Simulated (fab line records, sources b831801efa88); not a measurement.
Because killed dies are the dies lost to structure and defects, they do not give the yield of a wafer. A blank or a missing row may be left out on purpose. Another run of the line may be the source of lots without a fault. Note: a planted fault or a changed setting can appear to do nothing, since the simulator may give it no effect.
Comparing a struck lot with a sound one || flow gf180mcu || 15 steps out of a route of 602
Sound: these wafers, L716.1, L716.2, L716.6. Wafers L729.4, L729.5, L729.6 were the ones struck. Last of all comes the cause.
At each step with rows: each side's tool, then ch and its chambers, then its first start. Under that, the readings that differ: sound wafers || struck wafers || difference of the means || sigmas: that difference in standard deviations of wafers without a fault.
alike: readings with means less than 2 such deviations apart, plus words and numbers identical on both sides. not compared: withheld readings, readings lacking a value on some wafer, bounds such as >300 that could conceal the same value, and numbers that have no deviation in the record and whose values overlap.
The two part at a step that has a row with sigmas, a row that says differs or no value, or rows on one side only. Numbers that have no deviation but don't overlap get no sigmas and don't part them. A reading missing from all wafers of one side parts the sides only when that side holds two or more wafers.

GF_V1_BOW_MEAS_05:
  sound on film-metro-01 at day 17 13:04; struck on film-metro-02 at day 22 10:04
  alike: V1_BOW
then, 8 steps without rows for these wafers: GF_V1_DEHYDRATE_06 (time 60 s); GF_V1_HMDS_07 (prime time 60 s); GF_V1_COAT_08; GF_V1_COAT_09 (resist thk 1000 nm); GF_V1_SOFTBAKE_10 (time 60 s); GF_V1_EXPOSE_11 (exposes mask Via1, target cd 260 nm); GF_V1_PEB_12 (peb time 90 s); GF_V1_DEVELOP_13 (develop time 60 s).
GF_V1_CD_MEAS_14: the cd target is 260 nm.
  sound on cd-sem-02 at day 18 12:48; struck on cd-sem-02 at day 23 08:38
  alike: cd-nm
GF_V1_OVL_MEAS_15:
  sound on overlay-01 at day 18 12:55; struck on overlay-02 at day 23 08:43
  alike: V1_OVL
GF_V1_ETCH_16: etches BARC in N2/H2.
  sound on rie-diel-01 ch 0,1,3, day 18 12:58; struck on rie-diel-04 ch 0,1, day 23 08:44
  alike: bias-w, chamber-pressure-mTorr, drypump-motor-current-A, oes-product-au, throttle-valve-pct
GF_V1_ETCH_17: etches SiO2 in C4F8/O2/Ar, stops on TiN, target depth 630 nm.
  sound on rie-diel-01 ch 0,1,3, day 18 12:00; struck on rie-diel-04 ch 0,1, day 23 08:00
  no value came back on the struck wafers for bias-w (W), chamber-pressure-mTorr (mTorr), oes-product-au (a.u.); on the sound wafers bias-w (W) reads 1197 1201 1199
GF_V1_STRIP_18: strips in O2/N2.
  sound on plasma-asher-02 ch 0,1, day 18 13:05; struck on plasma-asher-01 ch 0,1, day 23 08:53
{"reading": "oes-product-au (a.u.)", "sound": "0.593 0.595 0.597", "struck": "0.675 0.659 0.666", "difference": "+0.072", "sigmas": "+13"}
  alike: drypump-motor-current-A, heater-power-w
  not compared: rf-hours-counter-h
then, 1 step without rows for these wafers: GF_V1_STRIP_19 (strips in post etch residue remover, time 1200 s).

## WHERE THEY PART
At GF_V1_ETCH_17 first; at GF_V1_STRIP_18 last (within this record only).

WHY: what the simulator had put in
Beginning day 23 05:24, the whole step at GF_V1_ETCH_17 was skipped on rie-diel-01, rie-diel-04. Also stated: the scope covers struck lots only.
